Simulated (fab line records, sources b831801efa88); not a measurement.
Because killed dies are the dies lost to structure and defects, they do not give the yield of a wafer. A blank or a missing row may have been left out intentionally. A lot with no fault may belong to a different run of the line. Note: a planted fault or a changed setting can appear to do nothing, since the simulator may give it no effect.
Which of the tools did it? -- flow sky130 -- Sampling: 11 lots, 33 wafers, 2 of 708 route steps

WHAT THE GAUGES READ, wafer by wafer
SKY_LI_CONTACT_RS_MEAS_22: uses a four-point probe to measure.
lot,measured,on,LI_CONTACT_W_RS (ohm/sq)
L747,day 29 12:02,film-metro-01,0.283 0.286 0.291
L749,day 30 03:18,film-metro-02,0.287 0.289 0.284
L751,day 30 19:04,film-metro-03,0.288 0.284 0.290
L752,day 31 10:38,film-metro-01,0.288 0.289 0.294
L753,day 31 16:08,film-metro-02,0.286 0.284 0.286
L757,day 33 13:12,film-metro-03,0.280 0.284 0.287
L758,day 33 16:58,film-metro-02,0.290 0.285 0.290
L764,day 35 09:12,film-metro-01,0.285 0.287 0.290
L765,day 35 14:08,film-metro-03,0.287 0.288 0.287
L766,day 35 16:03,film-metro-01,0.285 0.283 0.288
L768,day 36 06:08,film-metro-03,0.286 0.280 0.282

WHAT TOOL EACH LOT RAN ON (gives the tool, then ch and the chambers of the sampled wafers, and finally the start)
lot,SKY_LI_CONTACT_SPUTTER_20
L747,"pvd-sputter-02, day 29 11:51"
L749,"pvd-sputter-01, day 30 03:07"
L751,"pvd-sputter-01, day 30 18:53"
L752,"pvd-sputter-02, day 31 10:27"
L753,"pvd-sputter-04, day 31 15:56"
L757,"pvd-sputter-01, day 33 13:01"
L758,"pvd-sputter-01, day 33 16:47"
L764,"pvd-sputter-04, day 35 09:01"
L765,"pvd-sputter-04, day 35 13:54"
L766,"pvd-sputter-04, day 35 15:52"
L768,"pvd-sputter-01, day 36 05:56"
- SKY_LI_CONTACT_SPUTTER_20: material TiN, target thk 20 nm, time 80 s.

THE ANSWER, worked out from the rows above alone
Rule: usual is defined by the lots themselves. Put in order of their means at a reading, lots are off if they are a third of the lots or fewer, leave a main group of 4 or more, and stand apart from it by a gap of 3 or more times the standard deviation of the main group's means; of several such gaps the widest counts. A main group whose means are all the same, to the digits that the tables above print for the reading, isn't used. A lot without any number at a reading at which 4 lots or more have one is off too. All remaining lots with rows at the step are treated as sound.
None of the lots is off at any reading shown; this tells nothing.

WHAT THE SIMULATOR HAD INSERTED
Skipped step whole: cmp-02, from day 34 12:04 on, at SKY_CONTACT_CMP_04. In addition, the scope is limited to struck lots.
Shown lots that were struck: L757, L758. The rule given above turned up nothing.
